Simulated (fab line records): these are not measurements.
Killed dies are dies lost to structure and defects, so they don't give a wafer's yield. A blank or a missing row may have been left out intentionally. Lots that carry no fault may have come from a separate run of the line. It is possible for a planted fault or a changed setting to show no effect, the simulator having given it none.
Which of the tools did it?    flow gf180mcu    6 lots, 18 wafers sampled, at 3 steps of a route of 602

== WHAT THE GAUGES SHOWED, per wafer ==
GF_TOP_METAL_RS_MEAS_05: the measuring method here is four-point-probe.
lot   measured      on             TOP_METAL_ALCU_RS (ohm/sq)
L915  day 27 20:14  film metro-02  0.0330 0.0330 0.0329
L917  day 28 10:08  film metro-03  0.0325 0.0324 0.0324
L920  day 29 10:29  film metro-04  0.0333 0.0332 0.0331
L922  day 30 01:01  film metro-03  0.0329 0.0332 0.0332
L924  day 30 18:51  film metro-02  0.0325 0.0321 0.0323
L927  day 31 10:31  film metro-03  0.0329 0.0324 0.0325

== EACH LOT AND THE TOOL THAT RAN IT (in order: tool; ch and the chambers of the sampled wafers; start) ==
lot   GF_POLY_GATE_OXIDATION_16      GF_V5_STRIP_18
L915  furnace-01 ch 0, day 9 16:45   plasma asher-01 ch 0,1, day 27 18:47
L917  furnace-02 ch 0, day 10 07:43  plasma asher-02 ch 0,1, day 28 08:29
L920  furnace-02 ch 0, day 11 05:30  plasma asher-04 ch 0,1, day 29 08:59
L922  furnace-02 ch 0, day 11 21:31  plasma asher-01 ch 0,1, day 29 23:26
L924  furnace-01 ch 0, day 12 13:00  plasma asher-04 ch 0,1, day 30 17:20
L927  furnace-01 ch 0, day 13 07:57  plasma asher-04 ch 0,1, day 31 09:04
- GF_POLY_GATE_OXIDATION_16: stabilise 600 s, purge 300 s, target thk 4 nm.
- GF_V5_STRIP_18: strips in O2/N2.

== THE ANSWER, worked out from the rows above alone ==
Rule: the usual values come from the lots themselves. The widest of any qualifying gaps counts: lots, ordered by their means at a reading, are off when they make up no more than a third of the lots, leave a main group of 4 or more, and stand apart from it by 3 or more times the standard deviation of that group's means. A main group whose means are all the same, to the digits that the tables above print for the reading, isn't used. A lot without any number at a reading at which 4 lots or more have one is off too. The other lots that the step has rows for count as sound.
Across all readings shown, no lot is off: no conclusion can be drawn from this.

== WHAT HAD BEEN PUT IN BY THE SIMULATOR ==
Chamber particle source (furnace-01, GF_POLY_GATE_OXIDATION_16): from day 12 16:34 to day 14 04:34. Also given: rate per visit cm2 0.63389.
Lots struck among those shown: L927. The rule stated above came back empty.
